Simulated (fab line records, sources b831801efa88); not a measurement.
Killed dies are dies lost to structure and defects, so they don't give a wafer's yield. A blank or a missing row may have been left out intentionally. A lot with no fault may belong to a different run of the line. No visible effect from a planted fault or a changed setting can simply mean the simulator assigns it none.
fab line records || flow gf180mcu || part 2 of 2: steps 30 to 38 of 38
record: {"lots": 5, "wafers": 15, "last-day": 34}
route steps=602 shown SALICIDE@284 CONTACT@287 M1@315
lots untouched by any fault: they come from a run of this same line in which no faults occurred
start-h: start of the lot's first displayed wafer, in hours after the record's first day || wait-h: how many hours have passed since the lot's step before this one || " repeats the value in the row above || L1.1+2: a row that stands for several wafers || - no value, or no start was given || * or withheld: withheld || < > ~ a bound
route shown NAME@n: a module of which the file shows steps, and the number in the route of the first || usual: mean/standard deviation taken from wafers without a fault || same: alike in all rows || chamber/n: place in a boat || sites: per-site readings || _std_site: their standard deviation || _edge_site: inner sites' mean taken away from outer sites' mean || radius-mm: for every site, how far away it sits from the centre of the wafer || mask NAME#n: copy n || behind: the last tool/chamber to shape the wafer || hold: cause of the lot's hold/its duration in hours/its outcome || device: the n, p or np transistor that did not switch || end of line: at the end of the route, the tests of the same wafers || a step given without rows: its recipe and nothing more || killed: at the first sort, the dies lost to defects and structure; wafer yield is something else || map: a wafer's dies, marking killed ones x, the rest . and places with no die _
set.NAME: the setting as run; set.NAME@STEP: as run at that earlier step || model.NAME: the simulator's own value behind a step, which no gauge read
a table for each step, a row for each wafer; lots at some steps of the route
services: the hour from which a tool's chamber was out of use, counted from the record's first day as start-h (under 0 if before that day), plus the number of hours and why
== steps ==
step: GF_CONTACT_THK_MEAS_26
recipe: {"thk-meas-gauge": "xrf", "reads": "W_of_CONTACT_CVD_24"}
usual: {"CONTACT_W_THK": "292/3.5"}
{"lot.wafer": "L075.2", "tool": "film-metro-04", "chamber": "-", "start-h": 372.09, "wait-h": 0.1, "CONTACT_W_THK[nm]": 291}
{"lot.wafer": "L075.3", "tool": "film-metro-04", "chamber": "-", "start-h": 372.09, "wait-h": 0.1, "CONTACT_W_THK[nm]": 290}
{"lot.wafer": "L075.6", "tool": "film-metro-04", "chamber": "-", "start-h": 372.09, "wait-h": 0.1, "CONTACT_W_THK[nm]": 290}
{"lot.wafer": "L076.1", "tool": "film-metro-03", "chamber": "-", "start-h": 379.00, "wait-h": 0.1, "CONTACT_W_THK[nm]": 291}
{"lot.wafer": "L076.4", "tool": "film-metro-03", "chamber": "-", "start-h": 379.00, "wait-h": 0.1, "CONTACT_W_THK[nm]": 289}
{"lot.wafer": "L076.5", "tool": "film-metro-03", "chamber": "-", "start-h": 379.00, "wait-h": 0.1, "CONTACT_W_THK[nm]": 290}
{"lot.wafer": "L079.2", "tool": "film-metro-04", "chamber": "-", "start-h": 407.42, "wait-h": 0.1, "CONTACT_W_THK[nm]": 293}
{"lot.wafer": "L079.4", "tool": "film-metro-04", "chamber": "-", "start-h": 407.42, "wait-h": 0.1, "CONTACT_W_THK[nm]": 293}
{"lot.wafer": "L079.5", "tool": "film-metro-04", "chamber": "-", "start-h": 407.42, "wait-h": 0.1, "CONTACT_W_THK[nm]": 296}
{"lot.wafer": "L081.1", "tool": "film-metro-03", "chamber": "-", "start-h": 425.14, "wait-h": 0.1, "CONTACT_W_THK[nm]": 289}
{"lot.wafer": "L081.2", "tool": "film-metro-03", "chamber": "-", "start-h": 425.14, "wait-h": 0.1, "CONTACT_W_THK[nm]": 293}
{"lot.wafer": "L081.3", "tool": "film-metro-03", "chamber": "-", "start-h": 425.14, "wait-h": 0.1, "CONTACT_W_THK[nm]": 292}
{"lot.wafer": "L097.3", "tool": "film-metro-03", "chamber": "-", "start-h": 561.98, "wait-h": 0.1, "CONTACT_W_THK[nm]": 289}
{"lot.wafer": "L097.4", "tool": "film-metro-03", "chamber": "-", "start-h": 561.98, "wait-h": 0.1, "CONTACT_W_THK[nm]": 293}
{"lot.wafer": "L097.6", "tool": "film-metro-03", "chamber": "-", "start-h": 561.98, "wait-h": 0.1, "CONTACT_W_THK[nm]": 290}
step: GF_CONTACT_CMP_27
recipe: {"stop-on": "SiO2", "down-force-psi": 3.5, "platen-rpm": 60, "t-overpolish-s": 15, "target-thk-nm": 0, "pad-velocity-m-s": 0.94248}
usual: {"motor-current-A": "10.8/1.2", "overpolish-run-s": "15.000/0.0097", "slurry-filter-dp-kPa": "13.50/0.12", "time-to-endpoint-s": "72.8/2.7"}
{"lot.wafer": "L075.2", "tool": "cmp-02", "chamber": 3, "start-h": 372.24, "wait-h": 0.1, "motor-current-A": 10.0, "overpolish-run-s": 14.996, "slurry-filter-dp-kPa": 13.60, "time-to-endpoint-s": 71.7}
{"lot.wafer": "L075.3", "tool": "cmp-02", "chamber": 0, "start-h": 372.24, "wait-h": 0.1, "motor-current-A": 10.2, "overpolish-run-s": 15.023, "slurry-filter-dp-kPa": 13.56, "time-to-endpoint-s": 71.9}
{"lot.wafer": "L075.6", "tool": "cmp-02", "chamber": 2, "start-h": 372.24, "wait-h": 0.1, "motor-current-A": 11.4, "overpolish-run-s": 15.005, "slurry-filter-dp-kPa": 13.57, "time-to-endpoint-s": 71.1}
{"lot.wafer": "L076.1", "tool": "cmp-01", "chamber": 0, "start-h": 379.06, "wait-h": 0.1, "motor-current-A": 13.3, "overpolish-run-s": 14.999, "slurry-filter-dp-kPa": 13.65, "time-to-endpoint-s": 70.9}
{"lot.wafer": "L076.4", "tool": "cmp-01", "chamber": 3, "start-h": 379.06, "wait-h": 0.1, "motor-current-A": 9.1, "overpolish-run-s": 15.011, "slurry-filter-dp-kPa": 13.52, "time-to-endpoint-s": 71.4}
{"lot.wafer": "L076.5", "tool": "cmp-01", "chamber": 1, "start-h": 379.06, "wait-h": 0.1, "motor-current-A": 10.4, "overpolish-run-s": 15.013, "slurry-filter-dp-kPa": 13.57, "time-to-endpoint-s": 73.0}
{"lot.wafer": "L079.2", "tool": "cmp-02", "chamber": 1, "start-h": 407.98, "wait-h": 0.5, "motor-current-A": 9.8, "overpolish-run-s": 14.999, "slurry-filter-dp-kPa": 13.68, "time-to-endpoint-s": 75.5}
{"lot.wafer": "L079.4", "tool": "cmp-02", "chamber": 2, "start-h": 407.98, "wait-h": 0.5, "motor-current-A": 12.4, "overpolish-run-s": 15.005, "slurry-filter-dp-kPa": 13.55, "time-to-endpoint-s": 72.5}
{"lot.wafer": "L079.5", "tool": "cmp-02", "chamber": 0, "start-h": 407.98, "wait-h": 0.5, "motor-current-A": 11.1, "overpolish-run-s": 15.013, "slurry-filter-dp-kPa": 13.50, "time-to-endpoint-s": 72.4}
{"lot.wafer": "L081.1", "tool": "cmp-01", "chamber": 3, "start-h": 425.20, "wait-h": 0.1, "motor-current-A": 9.1, "overpolish-run-s": 14.995, "slurry-filter-dp-kPa": 13.54, "time-to-endpoint-s": 70.2}
{"lot.wafer": "L081.2", "tool": "cmp-01", "chamber": 0, "start-h": 425.20, "wait-h": 0.1, "motor-current-A": 12.5, "overpolish-run-s": 14.993, "slurry-filter-dp-kPa": 13.44, "time-to-endpoint-s": 68.7}
{"lot.wafer": "L081.3", "tool": "cmp-01", "chamber": 1, "start-h": 425.20, "wait-h": 0.1, "motor-current-A": 10.6, "overpolish-run-s": 15.009, "slurry-filter-dp-kPa": 13.47, "time-to-endpoint-s": 71.3}
{"lot.wafer": "L097.4", "tool": "cmp-01", "chamber": 1, "start-h": 562.07, "wait-h": 0.1, "motor-current-A": 10.3, "overpolish-run-s": 15.002, "slurry-filter-dp-kPa": 13.36, "time-to-endpoint-s": 72.3}
{"lot.wafer": "L097.3", "tool": "cmp-01", "chamber": 3, "start-h": 562.07, "wait-h": 0.1, "motor-current-A": 9.1, "overpolish-run-s": 15.000, "slurry-filter-dp-kPa": 13.56, "time-to-endpoint-s": 75.7}
{"lot.wafer": "L097.6", "tool": "cmp-01", "chamber": 0, "start-h": 562.07, "wait-h": 0.1, "motor-current-A": 13.5, "overpolish-run-s": 15.008, "slurry-filter-dp-kPa": 13.40, "time-to-endpoint-s": 68.8}
step: GF_M1_SPUTTER_00
recipe: {"material": "Ti", "target-thk-nm": 37.5, "arriving-ion-energy-ev": 80, "substrate-temp-c": 200, "chamber-pressure-pa": 2, "power-w": 4000, "time-s": 150}
usual: {"throttle-valve-pct": "30.3/0.75"}
{"lot.wafer": "L075.2", "tool": "pvd-sputter-03", "chamber": "-", "start-h": 372.44, "wait-h": 0.1, "throttle-valve-pct": 28.4}
{"lot.wafer": "L075.3", "tool": "pvd-sputter-03", "chamber": "-", "start-h": 372.44, "wait-h": 0.1, "throttle-valve-pct": 31.1}
{"lot.wafer": "L075.6", "tool": "pvd-sputter-03", "chamber": "-", "start-h": 372.44, "wait-h": 0.1, "throttle-valve-pct": 30.9}
{"lot.wafer": "L076.1", "tool": "pvd-sputter-03", "chamber": "-", "start-h": 379.36, "wait-h": 0.2, "throttle-valve-pct": 31.1}
{"lot.wafer": "L076.4", "tool": "pvd-sputter-03", "chamber": "-", "start-h": 379.36, "wait-h": 0.2, "throttle-valve-pct": 28.3}
{"lot.wafer": "L076.5", "tool": "pvd-sputter-03", "chamber": "-", "start-h": 379.36, "wait-h": 0.2, "throttle-valve-pct": 30.9}
{"lot.wafer": "L079.2", "tool": "pvd-sputter-04", "chamber": "-", "start-h": 408.23, "wait-h": 0.2, "throttle-valve-pct": 30.7}
{"lot.wafer": "L079.4", "tool": "pvd-sputter-04", "chamber": "-", "start-h": 408.23, "wait-h": 0.2, "throttle-valve-pct": 31.2}
{"lot.wafer": "L079.5", "tool": "pvd-sputter-04", "chamber": "-", "start-h": 408.23, "wait-h": 0.2, "throttle-valve-pct": 28.8}
{"lot.wafer": "L081.1", "tool": "pvd-sputter-01", "chamber": "-", "start-h": 425.50, "wait-h": 0.2, "throttle-valve-pct": 30.5}
{"lot.wafer": "L081.2", "tool": "pvd-sputter-01", "chamber": "-", "start-h": 425.50, "wait-h": 0.2, "throttle-valve-pct": 30.2}
{"lot.wafer": "L081.3", "tool": "pvd-sputter-01", "chamber": "-", "start-h": 425.50, "wait-h": 0.2, "throttle-valve-pct": 31.3}
{"lot.wafer": "L097.3", "tool": "pvd-sputter-01", "chamber": "-", "start-h": 562.32, "wait-h": 0.1, "throttle-valve-pct": 30.5}
{"lot.wafer": "L097.4", "tool": "pvd-sputter-01", "chamber": "-", "start-h": 562.32, "wait-h": 0.1, "throttle-valve-pct": 30.1}
{"lot.wafer": "L097.6", "tool": "pvd-sputter-01", "chamber": "-", "start-h": 562.32, "wait-h": 0.1, "throttle-valve-pct": 31.3}
step: GF_M1_SPUTTER_01
recipe: {"material": "TiN", "target-thk-nm": 30, "power-w": 6500, "time-s": 25, "chamber-pressure-pa": 0.4}
usual: {"throttle-valve-pct": "30.3/0.71"}
{"lot.wafer": "L075.2", "tool": "pvd-sputter-03", "chamber": "-", "start-h": 372.54, "wait-h": 0.1, "throttle-valve-pct": 28.2}
{"lot.wafer": "L075.3", "tool": "pvd-sputter-03", "chamber": "-", "start-h": 372.54, "wait-h": 0.1, "throttle-valve-pct": 30.9}
{"lot.wafer": "L075.6", "tool": "pvd-sputter-03", "chamber": "-", "start-h": 372.54, "wait-h": 0.1, "throttle-valve-pct": 30.8}
{"lot.wafer": "L076.1", "tool": "pvd-sputter-03", "chamber": "-", "start-h": 379.47, "wait-h": 0.1, "throttle-valve-pct": 31.0}
{"lot.wafer": "L076.4", "tool": "pvd-sputter-03", "chamber": "-", "start-h": 379.47, "wait-h": 0.1, "throttle-valve-pct": 28.5}
{"lot.wafer": "L076.5", "tool": "pvd-sputter-03", "chamber": "-", "start-h": 379.47, "wait-h": 0.1, "throttle-valve-pct": 31.2}
{"lot.wafer": "L079.2", "tool": "pvd-sputter-04", "chamber": "-", "start-h": 408.33, "wait-h": 0.1, "throttle-valve-pct": 30.4}
{"lot.wafer": "L079.4", "tool": "pvd-sputter-04", "chamber": "-", "start-h": 408.33, "wait-h": 0.1, "throttle-valve-pct": 30.9}
{"lot.wafer": "L079.5", "tool": "pvd-sputter-04", "chamber": "-", "start-h": 408.33, "wait-h": 0.1, "throttle-valve-pct": 28.9}
{"lot.wafer": "L081.1", "tool": "pvd-sputter-01", "chamber": "-", "start-h": 425.60, "wait-h": 0.1, "throttle-valve-pct": 30.3}
{"lot.wafer": "L081.2", "tool": "pvd-sputter-01", "chamber": "-", "start-h": 425.60, "wait-h": 0.1, "throttle-valve-pct": 30.3}
{"lot.wafer": "L081.3", "tool": "pvd-sputter-01", "chamber": "-", "start-h": 425.60, "wait-h": 0.1, "throttle-valve-pct": 31.2}
{"lot.wafer": "L097.3", "tool": "pvd-sputter-01", "chamber": "-", "start-h": 562.42, "wait-h": 0.1, "throttle-valve-pct": 30.3}
{"lot.wafer": "L097.4", "tool": "pvd-sputter-01", "chamber": "-", "start-h": 562.42, "wait-h": 0.1, "throttle-valve-pct": 30.2}
{"lot.wafer": "L097.6", "tool": "pvd-sputter-01", "chamber": "-", "start-h": 562.42, "wait-h": 0.1, "throttle-valve-pct": 31.4}
step: GF_M1_SPUTTER_02
recipe: {"material": "AlCu", "target-thk-nm": 450, "power-w": 10600, "time-s": 23.9, "chamber-pressure-pa": 0.4}
usual: {"throttle-valve-pct": "30.3/0.75"}
{"lot.wafer": "L075.2", "tool": "pvd-sputter-03", "chamber": "-", "start-h": 372.57, "wait-h": 0.0, "throttle-valve-pct": 28.2}
{"lot.wafer": "L075.3", "tool": "pvd-sputter-03", "chamber": "-", "start-h": 372.57, "wait-h": 0.0, "throttle-valve-pct": 30.9}
{"lot.wafer": "L075.6", "tool": "pvd-sputter-03", "chamber": "-", "start-h": 372.57, "wait-h": 0.0, "throttle-valve-pct": 30.8}
{"lot.wafer": "L076.1", "tool": "pvd-sputter-03", "chamber": "-", "start-h": 379.51, "wait-h": 0.0, "throttle-valve-pct": 30.9}
{"lot.wafer": "L076.4", "tool": "pvd-sputter-03", "chamber": "-", "start-h": 379.51, "wait-h": 0.0, "throttle-valve-pct": 28.2}
{"lot.wafer": "L076.5", "tool": "pvd-sputter-03", "chamber": "-", "start-h": 379.51, "wait-h": 0.0, "throttle-valve-pct": 31.0}
{"lot.wafer": "L079.2", "tool": "pvd-sputter-04", "chamber": "-", "start-h": 408.36, "wait-h": 0.0, "throttle-valve-pct": 30.8}
{"lot.wafer": "L079.4", "tool": "pvd-sputter-04", "chamber": "-", "start-h": 408.36, "wait-h": 0.0, "throttle-valve-pct": 31.1}
{"lot.wafer": "L079.5", "tool": "pvd-sputter-04", "chamber": "-", "start-h": 408.36, "wait-h": 0.0, "throttle-valve-pct": 29.2}
{"lot.wafer": "L081.1", "tool": "pvd-sputter-01", "chamber": "-", "start-h": 425.63, "wait-h": 0.0, "throttle-valve-pct": 30.0}
{"lot.wafer": "L081.2", "tool": "pvd-sputter-01", "chamber": "-", "start-h": 425.63, "wait-h": 0.0, "throttle-valve-pct": 30.4}
{"lot.wafer": "L081.3", "tool": "pvd-sputter-01", "chamber": "-", "start-h": 425.63, "wait-h": 0.0, "throttle-valve-pct": 31.2}
{"lot.wafer": "L097.3", "tool": "pvd-sputter-01", "chamber": "-", "start-h": 562.45, "wait-h": 0.0, "throttle-valve-pct": 30.1}
{"lot.wafer": "L097.4", "tool": "pvd-sputter-01", "chamber": "-", "start-h": 562.45, "wait-h": 0.0, "throttle-valve-pct": 30.5}
{"lot.wafer": "L097.6", "tool": "pvd-sputter-01", "chamber": "-", "start-h": 562.45, "wait-h": 0.0, "throttle-valve-pct": 31.4}
step: GF_M1_SPUTTER_03
recipe: {"material": "Ti", "target-thk-nm": 10, "substrate-temp-c": 300, "chamber-pressure-pa": 0.3, "power-w": 3000, "time-s": 6.7}
usual: {"throttle-valve-pct": "30.3/0.73"}
{"lot.wafer": "L075.2", "tool": "pvd-sputter-03", "chamber": "-", "start-h": 372.60, "wait-h": 0.0, "throttle-valve-pct": 28.3}
{"lot.wafer": "L075.3", "tool": "pvd-sputter-03", "chamber": "-", "start-h": 372.60, "wait-h": 0.0, "throttle-valve-pct": 30.8}
{"lot.wafer": "L075.6", "tool": "pvd-sputter-03", "chamber": "-", "start-h": 372.60, "wait-h": 0.0, "throttle-valve-pct": 30.8}
{"lot.wafer": "L076.1", "tool": "pvd-sputter-03", "chamber": "-", "start-h": 379.54, "wait-h": 0.0, "throttle-valve-pct": 31.0}
{"lot.wafer": "L076.4", "tool": "pvd-sputter-03", "chamber": "-", "start-h": 379.54, "wait-h": 0.0, "throttle-valve-pct": 28.3}
{"lot.wafer": "L076.5", "tool": "pvd-sputter-03", "chamber": "-", "start-h": 379.54, "wait-h": 0.0, "throttle-valve-pct": 31.1}
{"lot.wafer": "L079.2", "tool": "pvd-sputter-04", "chamber": "-", "start-h": 408.39, "wait-h": 0.0, "throttle-valve-pct": 30.7}
{"lot.wafer": "L079.4", "tool": "pvd-sputter-04", "chamber": "-", "start-h": 408.39, "wait-h": 0.0, "throttle-valve-pct": 30.7}
{"lot.wafer": "L079.5", "tool": "pvd-sputter-04", "chamber": "-", "start-h": 408.39, "wait-h": 0.0, "throttle-valve-pct": 29.1}
{"lot.wafer": "L081.1", "tool": "pvd-sputter-01", "chamber": "-", "start-h": 425.66, "wait-h": 0.0, "throttle-valve-pct": 30.3}
{"lot.wafer": "L081.2", "tool": "pvd-sputter-01", "chamber": "-", "start-h": 425.66, "wait-h": 0.0, "throttle-valve-pct": 30.1}
{"lot.wafer": "L081.3", "tool": "pvd-sputter-01", "chamber": "-", "start-h": 425.66, "wait-h": 0.0, "throttle-valve-pct": 31.2}
{"lot.wafer": "L097.3", "tool": "pvd-sputter-01", "chamber": "-", "start-h": 562.48, "wait-h": 0.0, "throttle-valve-pct": 30.2}
{"lot.wafer": "L097.4", "tool": "pvd-sputter-01", "chamber": "-", "start-h": 562.48, "wait-h": 0.0, "throttle-valve-pct": 30.2}
{"lot.wafer": "L097.6", "tool": "pvd-sputter-01", "chamber": "-", "start-h": 562.48, "wait-h": 0.0, "throttle-valve-pct": 31.2}
step: GF_M1_SPUTTER_04
recipe: {"material": "TiN", "target-thk-nm": 50, "power-w": 6500, "time-s": 41.7, "chamber-pressure-pa": 0.4}
usual: {"throttle-valve-pct": "30.3/0.73"}
{"lot.wafer": "L075.2", "tool": "pvd-sputter-03", "chamber": "-", "start-h": 372.62, "wait-h": 0.0, "throttle-valve-pct": 28.3}
{"lot.wafer": "L075.3", "tool": "pvd-sputter-03", "chamber": "-", "start-h": 372.62, "wait-h": 0.0, "throttle-valve-pct": 30.7}
{"lot.wafer": "L075.6", "tool": "pvd-sputter-03", "chamber": "-", "start-h": 372.62, "wait-h": 0.0, "throttle-valve-pct": 31.1}
{"lot.wafer": "L076.1", "tool": "pvd-sputter-03", "chamber": "-", "start-h": 379.56, "wait-h": 0.0, "throttle-valve-pct": 31.0}
{"lot.wafer": "L076.4", "tool": "pvd-sputter-03", "chamber": "-", "start-h": 379.56, "wait-h": 0.0, "throttle-valve-pct": 28.4}
{"lot.wafer": "L076.5", "tool": "pvd-sputter-03", "chamber": "-", "start-h": 379.56, "wait-h": 0.0, "throttle-valve-pct": 31.0}
{"lot.wafer": "L079.2", "tool": "pvd-sputter-04", "chamber": "-", "start-h": 408.41, "wait-h": 0.0, "throttle-valve-pct": 30.8}
{"lot.wafer": "L079.4", "tool": "pvd-sputter-04", "chamber": "-", "start-h": 408.41, "wait-h": 0.0, "throttle-valve-pct": 30.8}
{"lot.wafer": "L079.5", "tool": "pvd-sputter-04", "chamber": "-", "start-h": 408.41, "wait-h": 0.0, "throttle-valve-pct": 29.2}
{"lot.wafer": "L081.1", "tool": "pvd-sputter-01", "chamber": "-", "start-h": 425.68, "wait-h": 0.0, "throttle-valve-pct": 30.4}
{"lot.wafer": "L081.2", "tool": "pvd-sputter-01", "chamber": "-", "start-h": 425.68, "wait-h": 0.0, "throttle-valve-pct": 30.2}
{"lot.wafer": "L081.3", "tool": "pvd-sputter-01", "chamber": "-", "start-h": 425.68, "wait-h": 0.0, "throttle-valve-pct": 31.4}
{"lot.wafer": "L097.3", "tool": "pvd-sputter-01", "chamber": "-", "start-h": 562.50, "wait-h": 0.0, "throttle-valve-pct": 30.3}
{"lot.wafer": "L097.4", "tool": "pvd-sputter-01", "chamber": "-", "start-h": 562.50, "wait-h": 0.0, "throttle-valve-pct": 30.0}
{"lot.wafer": "L097.6", "tool": "pvd-sputter-01", "chamber": "-", "start-h": 562.50, "wait-h": 0.0, "throttle-valve-pct": 31.1}
step: GF_M1_RS_MEAS_05
recipe: {"thk-meas-gauge": "four-point-probe", "reads": "TiN_of_M1_SPUTTER_04+Ti_of_M1_SPUTTER_03+AlCu_of_M1_SPUTTER_02+TiN_of_M1_SPUTTER_01+Ti_of_M1_SPUTTER_00"}
usual: {"M1_ALCU_RS": "0.0695/0.00073"}
{"lot.wafer": "L075.2", "tool": "film-metro-03", "chamber": "-", "start-h": 372.68, "wait-h": 0.0, "M1_ALCU_RS[ohm/sq]": 0.0697}
{"lot.wafer": "L075.3", "tool": "film-metro-03", "chamber": "-", "start-h": 372.68, "wait-h": 0.0, "M1_ALCU_RS[ohm/sq]": 0.0688}
{"lot.wafer": "L075.6", "tool": "film-metro-03", "chamber": "-", "start-h": 372.68, "wait-h": 0.0, "M1_ALCU_RS[ohm/sq]": 0.0691}
{"lot.wafer": "L076.1", "tool": "film-metro-01", "chamber": "-", "start-h": 379.60, "wait-h": 0.0, "M1_ALCU_RS[ohm/sq]": 0.0689}
{"lot.wafer": "L076.4", "tool": "film-metro-01", "chamber": "-", "start-h": 379.60, "wait-h": 0.0, "M1_ALCU_RS[ohm/sq]": 0.0701}
{"lot.wafer": "L076.5", "tool": "film-metro-01", "chamber": "-", "start-h": 379.60, "wait-h": 0.0, "M1_ALCU_RS[ohm/sq]": 0.0697}
{"lot.wafer": "L079.2", "tool": "film-metro-03", "chamber": "-", "start-h": 408.47, "wait-h": 0.0, "M1_ALCU_RS[ohm/sq]": 0.0693}
{"lot.wafer": "L079.4", "tool": "film-metro-03", "chamber": "-", "start-h": 408.47, "wait-h": 0.0, "M1_ALCU_RS[ohm/sq]": 0.0689}
{"lot.wafer": "L079.5", "tool": "film-metro-03", "chamber": "-", "start-h": 408.47, "wait-h": 0.0, "M1_ALCU_RS[ohm/sq]": 0.0690}
{"lot.wafer": "L081.1", "tool": "film-metro-02", "chamber": "-", "start-h": 425.72, "wait-h": 0.0, "M1_ALCU_RS[ohm/sq]": 0.0702}
{"lot.wafer": "L081.2", "tool": "film-metro-02", "chamber": "-", "start-h": 425.72, "wait-h": 0.0, "M1_ALCU_RS[ohm/sq]": 0.0688}
{"lot.wafer": "L081.3", "tool": "film-metro-02", "chamber": "-", "start-h": 425.72, "wait-h": 0.0, "M1_ALCU_RS[ohm/sq]": 0.0682}
{"lot.wafer": "L097.3", "tool": "film-metro-02", "chamber": "-", "start-h": 562.58, "wait-h": 0.1, "M1_ALCU_RS[ohm/sq]": 0.0702}
{"lot.wafer": "L097.4", "tool": "film-metro-02", "chamber": "-", "start-h": 562.58, "wait-h": 0.1, "M1_ALCU_RS[ohm/sq]": 0.0709}
{"lot.wafer": "L097.6", "tool": "film-metro-02", "chamber": "-", "start-h": 562.58, "wait-h": 0.1, "M1_ALCU_RS[ohm/sq]": 0.0689}
step: GF_M1_THK_MEAS_06
recipe: {"thk-meas-gauge": "xrf", "reads": "AlCu_of_M1_SPUTTER_02"}
usual: {"M1_ALCU_THK": "449/5.4"}
{"lot.wafer": "L075.2", "tool": "film-metro-03", "chamber": "-", "start-h": 372.79, "wait-h": 0.1, "M1_ALCU_THK[nm]": 447}
{"lot.wafer": "L075.3", "tool": "film-metro-03", "chamber": "-", "start-h": 372.79, "wait-h": 0.1, "M1_ALCU_THK[nm]": 453}
{"lot.wafer": "L075.6", "tool": "film-metro-03", "chamber": "-", "start-h": 372.79, "wait-h": 0.1, "M1_ALCU_THK[nm]": 453}
{"lot.wafer": "L076.1", "tool": "film-metro-01", "chamber": "-", "start-h": 379.72, "wait-h": 0.1, "M1_ALCU_THK[nm]": 451}
{"lot.wafer": "L076.4", "tool": "film-metro-01", "chamber": "-", "start-h": 379.72, "wait-h": 0.1, "M1_ALCU_THK[nm]": 444}
{"lot.wafer": "L076.5", "tool": "film-metro-01", "chamber": "-", "start-h": 379.72, "wait-h": 0.1, "M1_ALCU_THK[nm]": 447}
{"lot.wafer": "L079.2", "tool": "film-metro-03", "chamber": "-", "start-h": 408.58, "wait-h": 0.1, "M1_ALCU_THK[nm]": 446}
{"lot.wafer": "L079.4", "tool": "film-metro-03", "chamber": "-", "start-h": 408.58, "wait-h": 0.1, "M1_ALCU_THK[nm]": 452}
{"lot.wafer": "L079.5", "tool": "film-metro-03", "chamber": "-", "start-h": 408.58, "wait-h": 0.1, "M1_ALCU_THK[nm]": 452}
{"lot.wafer": "L081.1", "tool": "film-metro-02", "chamber": "-", "start-h": 425.84, "wait-h": 0.1, "M1_ALCU_THK[nm]": 445}
{"lot.wafer": "L081.2", "tool": "film-metro-02", "chamber": "-", "start-h": 425.84, "wait-h": 0.1, "M1_ALCU_THK[nm]": 452}
{"lot.wafer": "L081.3", "tool": "film-metro-02", "chamber": "-", "start-h": 425.84, "wait-h": 0.1, "M1_ALCU_THK[nm]": 455}
{"lot.wafer": "L097.3", "tool": "film-metro-02", "chamber": "-", "start-h": 562.68, "wait-h": 0.1, "M1_ALCU_THK[nm]": 447}
{"lot.wafer": "L097.4", "tool": "film-metro-02", "chamber": "-", "start-h": 562.68, "wait-h": 0.1, "M1_ALCU_THK[nm]": 441}
{"lot.wafer": "L097.6", "tool": "film-metro-02", "chamber": "-", "start-h": 562.68, "wait-h": 0.1, "M1_ALCU_THK[nm]": 452}
== services ==
{"tool": "krf-scanner-01", "chamber": "-", "start-h": 326.50, "hours": 0.1, "kind": "repair"}
{"tool": "rie-diel-01", "chamber": 1, "start-h": 339.55, "hours": 5.6, "kind": "repair"}
{"tool": "pvd-sputter-01", "chamber": "-", "start-h": 349.48, "hours": 2.6, "kind": "repair"}
{"tool": "cmp-01", "chamber": "-", "start-h": 360.71, "hours": 0.7, "kind": "repair"}
{"tool": "cmp-01", "chamber": "-", "start-h": 365.03, "hours": 1.9, "kind": "repair"}
{"tool": "krf-scanner-01", "chamber": "-", "start-h": 365.46, "hours": 1.3, "kind": "pm"}
{"tool": "wet-bench-03", "chamber": "-", "start-h": 369.26, "hours": 7.7, "kind": "repair"}
{"tool": "rie-diel-01", "chamber": 3, "start-h": 388.73, "hours": 7.9, "kind": "repair"}
{"tool": "cvd-w-02", "chamber": "-", "start-h": 390.00, "hours": 14.0, "kind": "pm"}
{"tool": "rie-diel-01", "chamber": 0, "start-h": 392.64, "hours": 2.4, "kind": "repair"}
{"tool": "cmp-01", "chamber": "-", "start-h": 401.38, "hours": 0.5, "kind": "repair"}
{"tool": "cmp-01", "chamber": "-", "start-h": 404.07, "hours": 4.0, "kind": "pm"}
{"tool": "wet-bench-03", "chamber": "-", "start-h": 407.89, "hours": 0.6, "kind": "repair"}
{"tool": "pvd-sputter-03", "chamber": "-", "start-h": 446.95, "hours": 9.6, "kind": "repair"}
{"tool": "rie-diel-01", "chamber": 2, "start-h": 447.25, "hours": 10.9, "kind": "repair"}
{"tool": "rie-diel-01", "chamber": "-", "start-h": 461.99, "hours": 14.6, "kind": "pm"}
{"tool": "cvd-w-02", "chamber": "-", "start-h": 462.71, "hours": 2.8, "kind": "pm"}
{"tool": "cmp-01", "chamber": "-", "start-h": 477.63, "hours": 0.6, "kind": "repair"}
{"tool": "pvd-sputter-01", "chamber": "-", "start-h": 483.10, "hours": 1.8, "kind": "repair"}
{"tool": "pvd-sputter-01", "chamber": "-", "start-h": 484.83, "hours": 1.9, "kind": "repair"}
{"tool": "cmp-01", "chamber": "-", "start-h": 486.63, "hours": 0.4, "kind": "repair"}
{"tool": "cvd-w-02", "chamber": 0, "start-h": 509.04, "hours": 2.9, "kind": "repair"}
{"tool": "cvd-w-02", "chamber": "-", "start-h": 521.47, "hours": 0.4, "kind": "repair"}
{"tool": "pvd-sputter-03", "chamber": "-", "start-h": 544.52, "hours": 1.6, "kind": "repair"}
